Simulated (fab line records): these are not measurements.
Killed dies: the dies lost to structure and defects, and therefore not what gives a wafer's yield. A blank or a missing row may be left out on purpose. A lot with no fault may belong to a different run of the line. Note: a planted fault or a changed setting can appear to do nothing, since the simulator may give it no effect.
Matching of chambers :: flow sky130 :: 4 sister chambers for SKY_CONTACT_CMP_04 on cmp-02
The step polishes SiO2. 27 wafers are shown with their chamber, then 12 later ones without.

WAFERS, EACH WITH ITS CHAMBER
wafer: L075.2
chamber: 0
motor_current_A (A): 12.6
time_to_endpoint_s (s): 83
head_pressure_psi (psi): 4.012

wafer: L075.5
chamber: 1
motor_current_A (A): 11.8
time_to_endpoint_s (s): 83
head_pressure_psi (psi): 3.999

wafer: L075.6
chamber: 0
motor_current_A (A): 11.7
time_to_endpoint_s (s): 85
head_pressure_psi (psi): 4.005

wafer: L079.1
chamber: 3
motor_current_A (A): 11.4
time_to_endpoint_s (s): 88
head_pressure_psi (psi): 3.987

wafer: L079.3
chamber: 0
motor_current_A (A): 11.7
time_to_endpoint_s (s): 83
head_pressure_psi (psi): 3.998

wafer: L079.6
chamber: 0
motor_current_A (A): 12.2
time_to_endpoint_s (s): 87
head_pressure_psi (psi): 4.014

wafer: L080.1
chamber: 1
motor_current_A (A): 11.7
time_to_endpoint_s (s): 81
head_pressure_psi (psi): 3.998

wafer: L080.2
chamber: 2
motor_current_A (A): 13.8
time_to_endpoint_s (s): 78
head_pressure_psi (psi): 4.004

wafer: L080.5
chamber: 1
motor_current_A (A): 12.2
time_to_endpoint_s (s): 79
head_pressure_psi (psi): 3.985

wafer: L081.1
chamber: 0
motor_current_A (A): 12.0
time_to_endpoint_s (s): 87
head_pressure_psi (psi): 4.000

wafer: L081.2
chamber: 3
motor_current_A (A): 11.9
time_to_endpoint_s (s): 89
head_pressure_psi (psi): 4.000

wafer: L081.6
chamber: 1
motor_current_A (A): 12.1
time_to_endpoint_s (s): 84
head_pressure_psi (psi): 4.002

wafer: L085.1
chamber: 3
motor_current_A (A): 11.3
time_to_endpoint_s (s): 87
head_pressure_psi (psi): 3.992

wafer: L085.2
chamber: 1
motor_current_A (A): 11.5
time_to_endpoint_s (s): 89
head_pressure_psi (psi): 3.995

wafer: L085.6
chamber: 2
motor_current_A (A): 14.1
time_to_endpoint_s (s): 87
head_pressure_psi (psi): 3.993

wafer: L088.1
chamber: 0
motor_current_A (A): 12.2
time_to_endpoint_s (s): 80
head_pressure_psi (psi): 4.005

wafer: L088.5
chamber: 2
motor_current_A (A): 14.0
time_to_endpoint_s (s): 79
head_pressure_psi (psi): 3.995

wafer: L088.6
chamber: 3
motor_current_A (A): 12.5
time_to_endpoint_s (s): 85
head_pressure_psi (psi): 3.989

wafer: L087.2
chamber: 0
motor_current_A (A): 11.9
time_to_endpoint_s (s): 79
head_pressure_psi (psi): 3.994

wafer: L087.4
chamber: 2
motor_current_A (A): 13.3
time_to_endpoint_s (s): 81
head_pressure_psi (psi): 3.996

wafer: L087.5
chamber: 2
motor_current_A (A): 14.0
time_to_endpoint_s (s): 84
head_pressure_psi (psi): 3.992

wafer: L089.1
chamber: 2
motor_current_A (A): 13.5
time_to_endpoint_s (s): 81
head_pressure_psi (psi): 3.999

wafer: L089.2
chamber: 3
motor_current_A (A): 12.2
time_to_endpoint_s (s): 87
head_pressure_psi (psi): 4.006

wafer: L089.6
chamber: 1
motor_current_A (A): 11.0
time_to_endpoint_s (s): 80
head_pressure_psi (psi): 3.997

wafer: L090.1
chamber: 0
motor_current_A (A): 11.8
time_to_endpoint_s (s): 80
head_pressure_psi (psi): 3.993

wafer: L090.4
chamber: 2
motor_current_A (A): 14.1
time_to_endpoint_s (s): 79
head_pressure_psi (psi): 4.001

wafer: L090.6
chamber: 3
motor_current_A (A): 11.8
time_to_endpoint_s (s): 83
head_pressure_psi (psi): 4.000

SIGNATURES, as means of the wafers listed above
reading: motor_current_A
chamber 0: 12.012
chamber 1: 11.717
chamber 2: 13.829
chamber 3: 11.850
scatter within a chamber: 0.377

reading: time_to_endpoint_s
chamber 0: 83.00
chamber 1: 82.67
chamber 2: 81.29
chamber 3: 86.50
scatter within a chamber: 3.09

reading: head_pressure_psi
chamber 0: 4.00263
chamber 1: 3.99600
chamber 2: 3.99714
chamber 3: 3.99567
scatter within a chamber: 0.00655
Rule: a wafer's distance from a chamber is the root of the sum, over the readings, of the square of ((its reading less the chamber's mean) divided by the reading's scatter). If the next closest chamber is less than 2 further off than the closest, the wafer can't be placed; otherwise it belongs to the closest. The scatter: take each reading less its chamber's mean, square it, sum over the shown wafers, divide by the number of wafers less the number of chambers, and take the root.

WAFERS WITH NO CHAMBER GIVEN
wafer: L093.1
motor_current_A (A): 12.2
time_to_endpoint_s (s): 83
head_pressure_psi (psi): 3.992

wafer: L093.3
motor_current_A (A): 12.1
time_to_endpoint_s (s): 81
head_pressure_psi (psi): 3.997

wafer: L093.5
motor_current_A (A): 12.4
time_to_endpoint_s (s): 87
head_pressure_psi (psi): 4.000

wafer: L094.1
motor_current_A (A): 12.8
time_to_endpoint_s (s): 83
head_pressure_psi (psi): 4.006

wafer: L094.5
motor_current_A (A): 12.5
time_to_endpoint_s (s): 88
head_pressure_psi (psi): 4.008

wafer: L094.6
motor_current_A (A): 13.6
time_to_endpoint_s (s): 83
head_pressure_psi (psi): 3.993

wafer: L095.3
motor_current_A (A): 12.2
time_to_endpoint_s (s): 78
head_pressure_psi (psi): 4.005

wafer: L095.4
motor_current_A (A): 12.0
time_to_endpoint_s (s): 85
head_pressure_psi (psi): 3.996

wafer: L095.5
motor_current_A (A): 14.1
time_to_endpoint_s (s): 80
head_pressure_psi (psi): 3.985

wafer: L097.1
motor_current_A (A): 12.3
time_to_endpoint_s (s): 80
head_pressure_psi (psi): 4.000

wafer: L097.3
motor_current_A (A): 12.1
time_to_endpoint_s (s): 82
head_pressure_psi (psi): 4.000

wafer: L097.5
motor_current_A (A): 11.9
time_to_endpoint_s (s): 84
head_pressure_psi (psi): 4.019

CHAMBER TAKEN BY EACH
wafer: L093.1
from the rows above: can't be placed: 1 or 3 or 0
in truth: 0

wafer: L093.3
from the rows above: can't be placed: 0 or 1 or 3
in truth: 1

wafer: L093.5
from the rows above: can't be placed: 3 or 0 or 1
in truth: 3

wafer: L094.1
from the rows above: can't be placed: 0 or 2 or 3 or 1
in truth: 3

wafer: L094.5
from the rows above: can't be placed: 0 or 3 or 1
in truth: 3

wafer: L094.6
from the rows above: 2
in truth: 2

wafer: L095.3
from the rows above: can't be placed: 0 or 1 or 3
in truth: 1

wafer: L095.4
from the rows above: can't be placed: 3 or 1 or 0
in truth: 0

wafer: L095.5
from the rows above: 2
in truth: 2

wafer: L097.1
from the rows above: can't be placed: 0 or 1 or 3
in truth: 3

wafer: L097.3
from the rows above: can't be placed: 0 or 1 or 3
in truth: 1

wafer: L097.5
from the rows above: can't be placed: 0 or 1 or 3
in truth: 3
Correctly placed: 2 of 12. Not placeable from these rows: 10 (in 10, the candidates include the true chamber). Placed wrongly: 0.
